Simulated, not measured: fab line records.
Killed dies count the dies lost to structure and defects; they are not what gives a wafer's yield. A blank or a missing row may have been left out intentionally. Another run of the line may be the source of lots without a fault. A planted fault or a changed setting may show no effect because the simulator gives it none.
What tool caused it? ; flow sky130 ; Sampling: 24 lots, 72 wafers, 5 of 708 route steps

WHAT THE GAUGES SHOWED, per wafer
SKY_FIELD_ISO_THK_MEAS_02.
lot;measured;on;FIELD_ISO_OXIDATION_00_THK (nm)
L074;day 1 12:19;film-metro-01;12.12 12.18 12.11
L075;day 1 16:39;film-metro-02;11.49 11.73 11.58
L076;day 1 22:58;film-metro-04;11.77 11.89 11.85
L077;day 2 02:51;film-metro-02;11.85 12.00 11.86
L078;day 2 08:18;film-metro-01;12.08 12.09 11.96
L079;day 2 12:48;film-metro-04;12.13 12.01 11.86
L080;day 2 18:03;film-metro-01;11.44 11.45 11.33
L081;day 2 22:38;film-metro-01;12.14 12.40 12.12
L082;day 3 06:49;film-metro-01;12.08 12.08 12.06
L083;day 3 11:15;film-metro-02;12.10 12.12 12.10
L084;day 3 15:44;film-metro-01;12.00 12.04 12.02
L085;day 3 20:07;film-metro-01;12.17 12.08 12.28
L086;day 4 00:16;film-metro-01;11.98 12.04 11.98
L087;day 4 04:38;film-metro-02;12.07 12.32 11.89
L088;day 4 09:39;film-metro-04;11.99 12.01 11.95
L089;day 4 14:55;film-metro-01;12.01 12.05 12.12
L090;day 4 20:31;film-metro-01;11.94 12.14 12.06
L091;day 5 00:53;film-metro-02;11.89 11.92 11.75
L092;day 5 05:57;film-metro-01;12.36 12.37 12.55
L093;day 5 10:39;film-metro-04;11.78 12.03 12.06
L094;day 5 15:39;film-metro-01;12.08 12.11 12.07
L095;day 5 22:41;film-metro-02;11.92 12.09 12.21
L096;day 6 02:07;film-metro-01;12.08 12.15 12.22
L097;day 6 07:37;film-metro-04;12.10 12.10 12.17

SKY_POLY_GATE_CD_MEAS_13: the cd target is 150 nm.
lot;measured;on;cd-nm (nm)
L074;day 16 08:12;cd-sem-01;151.4 150.2 150.9
L075;day 16 12:14;cd-sem-01;148.7 148.4 147.4
L076;day 17 12:20;cd-sem-01;150.8 150.5 149.8
L077;day 17 15:13;cd-sem-02;149.8 149.3 149.5
L078;day 19 00:43;cd-sem-01;149.6 148.9 149.1
L079;day 19 04:28;cd-sem-01;149.4 150.4 151.3
L080;day 19 04:05;cd-sem-02;149.3 149.0 149.4
L081;day 19 04:37;cd-sem-02;152.2 150.3 151.1
L082;day 19 12:05;cd-sem-01;150.2 152.4 153.2
L083;day 19 16:56;cd-sem-01;150.5 150.1 150.4
L084;day 20 11:28;cd-sem-01;147.8 148.1 149.9
L085;day 20 12:47;cd-sem-01;152.6 151.0 151.7
L086;day 20 18:14;cd-sem-02;150.4 149.3 149.9
L087;day 21 02:21;cd-sem-01;148.8 147.1 147.7
L088;day 21 08:50;cd-sem-01;147.7 149.0 146.7
L089;day 21 17:20;cd-sem-02;151.4 149.9 150.9
L090;day 22 08:57;cd-sem-01;149.1 148.8 149.4
L091;day 22 15:26;cd-sem-01;149.9 150.4 151.0
L092;day 22 20:19;cd-sem-01;150.8 151.1 151.3
L093;day 23 08:29;cd-sem-01;153.5 153.5 152.7
L094;day 23 14:29;cd-sem-01;149.7 149.9 149.3
L095;day 23 18:29;cd-sem-01;150.5 149.5 149.2
L096;day 24 00:17;cd-sem-02;150.0 148.9 149.9
L097;day 24 11:08;cd-sem-02;150.6 149.5 150.6

SKY_POLY_GATE_CD_MEAS_22.
lot;measured;on;cd-nm (nm)
L074;day 16 11:24;cd-sem-01;151.3 150.2 150.5
L075;day 16 15:38;cd-sem-01;151.1 150.1 148.1
L076;day 17 15:05;cd-sem-01;153.3 151.7 150.2
L077;day 17 17:46;cd-sem-02;149.2 151.0 149.0
L078;day 19 03:03;cd-sem-01;148.7 149.1 148.3
L079;day 19 06:23;cd-sem-01;150.1 151.9 152.9
L080;day 19 06:21;cd-sem-02;149.8 148.8 150.1
L081;day 19 07:14;cd-sem-01;151.3 150.9 152.4
L082;day 19 14:30;cd-sem-02;150.7 152.0 151.8
L083;day 19 19:45;cd-sem-02;151.1 150.4 151.8
L084;day 20 13:19;cd-sem-02;147.7 150.4 149.7
L085;day 20 14:40;cd-sem-02;150.4 149.6 151.6
L086;day 20 20:05;cd-sem-01;150.6 151.2 151.5
L087;day 21 04:12;cd-sem-01;149.9 149.5 148.3
L088;day 21 10:42;cd-sem-01;148.0 147.6 145.9
L089;day 21 19:12;cd-sem-02;150.2 147.9 150.9
L090;day 22 10:48;cd-sem-02;151.8 151.0 150.8
L091;day 22 17:17;cd-sem-02;151.5 150.8 152.4
L092;day 22 22:10;cd-sem-01;150.0 152.8 153.0
L093;day 23 10:22;cd-sem-01;154.6 155.2 151.7
L094;day 23 16:22;cd-sem-01;148.7 150.9 149.2
L095;day 23 20:22;cd-sem-01;151.7 149.4 150.1
L096;day 24 03:11;cd-sem-01;152.0 150.4 152.2
L097;day 24 12:59;cd-sem-02;148.0 151.0 151.0

SKY_METAL1_THK_MEAS_06: measures by xrf.
lot;measured;on;METAL1_ALCU_THK (nm)
L074;day 31 13:49;film-metro-02;256.0 254.1 256.6
L075;day 31 20:01;film-metro-04;253.2 251.1 253.6
L076;day 32 15:16;film-metro-02;249.4 247.3 252.2
L077;day 32 18:22;film-metro-03;256.2 254.8 254.7
L078;day 34 01:44;film-metro-04;252.8 252.3 252.3
L079;day 34 05:58;film-metro-04;252.7 254.7 255.9
L080;day 34 05:04;film-metro-03;257.8 253.1 255.5
L081;day 34 04:46;film-metro-03;259.4 255.3 259.2
L082;day 34 09:01;film-metro-03;257.8 260.3 257.5
L083;day 34 13:54;film-metro-04;255.7 253.5 255.6
L084;day 35 10:38;film-metro-04;252.7 248.9 253.7
L085;day 35 06:55;film-metro-03;257.8 256.1 254.5
L086;day 35 11:20;film-metro-02;250.4 254.2 256.5
L087;day 35 20:08;film-metro-04;256.9 255.6 258.9
L088;day 35 23:37;film-metro-04;253.0 254.2 254.1
L089;day 36 07:40;film-metro-02;253.6 251.2 250.6
L090;day 36 21:02;film-metro-02;253.6 252.2 253.6
L091;day 37 02:38;film-metro-03;254.7 257.7 255.3
L092;day 37 10:16;film-metro-04;252.9 251.1 253.1
L093;day 37 16:53;film-metro-04;256.7 254.2 256.8
L094;day 37 20:36;film-metro-02;249.8 250.9 249.3
L095;day 38 00:07;film-metro-02;259.4 254.4 255.9
L096;day 38 08:28;film-metro-03;250.6 253.7 250.5
L097;day 38 15:43;film-metro-04;253.3 248.7 249.8

WHAT TOOL EACH LOT RAN ON (gives the tool, then ch and the chambers of the sampled wafers, and finally the start)
lot;SKY_CONTACT_ETCH_16
L074;rie-diel-04 ch 0,2,3, day 31 12:04
L075;rie-diel-04 ch 2,3, day 31 18:09
L076;rie-diel-02 ch 0,2, day 32 13:38
L077;rie-diel-02 ch 0,1,2, day 32 16:44
L078;rie-diel-03 ch 1,2,3, day 34 00:03
L079;rie-diel-02 ch 0,2,3, day 34 04:00
L080;rie-diel-03 ch 1,3, day 34 02:47
L081;rie-diel-02 ch 0,1,2, day 34 03:08
L082;rie-diel-04 ch 0,1,3, day 34 07:20
L083;rie-diel-02 ch 0,1,3, day 34 12:06
L084;rie-diel-02 ch 0,2,3, day 35 09:00
L085;rie-diel-02 ch 0,3, day 35 05:15
L086;rie-diel-04 ch 0,1,3, day 35 09:42
L087;rie-diel-02 ch 0,2, day 35 18:24
L088;rie-diel-03 ch 0,3, day 35 21:54
L089;rie-diel-02 ch 0,3, day 36 05:35
L090;rie-diel-03 ch 0,2,3, day 36 18:57
L091;rie-diel-03 ch 0,1, day 37 00:30
L092;rie-diel-04 ch 0,1,2, day 37 08:38
L093;rie-diel-03 ch 0,1,3, day 37 15:12
L094;rie-diel-04 ch 0,1, day 37 18:57
L095;rie-diel-04 ch 1,2,3, day 37 22:27
L096;rie-diel-04 ch 1,2, day 38 06:50
L097;rie-diel-02 ch 0,1,2, day 38 13:39
- SKY_CONTACT_ETCH_16: etches BARC in N2/H2, stops on SiO2, time 45.9 s, target depth 60 nm.

AS READ BY THE TOOLS THEMSELVES (means over the sampled wafers that have a number; for cases with no such wafer, the mark the record gives instead)
SKY_CONTACT_ETCH_16.
lot;tool;drypump-motor-current-A (A);oes-product-au (a.u.);throttle-valve-pct (%)
L074;rie-diel-04;6.0;0.858;13.217
L075;rie-diel-04;5.8;0.854;13.230
L076;rie-diel-02;5.6;0.857;13.215
L077;rie-diel-02;5.5;0.854;13.217
L078;rie-diel-03;5.6;0.852;13.225
L079;rie-diel-02;5.5;0.860;13.227
L080;rie-diel-03;6.0;0.859;13.227
L081;rie-diel-02;5.5;0.855;13.233
L082;rie-diel-04;6.1;0.862;13.230
L083;rie-diel-02;5.6;0.856;13.225
L084;rie-diel-02;5.6;0.852;13.233
L085;rie-diel-02;5.6;0.853;13.228
L086;rie-diel-04;6.0;0.855;13.225
L087;rie-diel-02;5.6;0.857;13.215
L088;rie-diel-03;5.8;0.859;13.226
L089;rie-diel-02;5.6;0.847;13.224
L090;rie-diel-03;5.3;0.859;13.220
L091;rie-diel-03;5.1;0.856;13.211
L092;rie-diel-04;6.1;0.859;13.237
L093;rie-diel-03;5.5;0.851;13.218
L094;rie-diel-04;6.2;0.851;13.226
L095;rie-diel-04;6.0;0.852;13.225
L096;rie-diel-04;6.1;0.859;13.221
L097;rie-diel-02;5.5;0.856;13.224

THE ANSWER, worked out from the rows above alone
Rule: the lots themselves supply what counts as usual. Put in order of their means at a reading, lots are off if they are a third of the lots or fewer, leave a main group of 4 or more, and stand apart from it by a gap of 3 or more times the standard deviation of the main group's means; of several such gaps the widest counts. The tables above print the reading to a certain number of digits; a main group whose means all agree to those digits is not used. Also off: a lot with no number at a reading for which 4 or more lots have one. The other lots that the step has rows for count as sound. Order of review: gauges by route order, followed by the tools' own readings, for which a lot's mean as printed above is used. At the first step where some lot is off, the reading lying furthest off is the one used; lots without a number count as furthest.
No lot is off at any reading shown: from this, nothing can be told.

WHAT THE SIMULATOR HAD INSERTED
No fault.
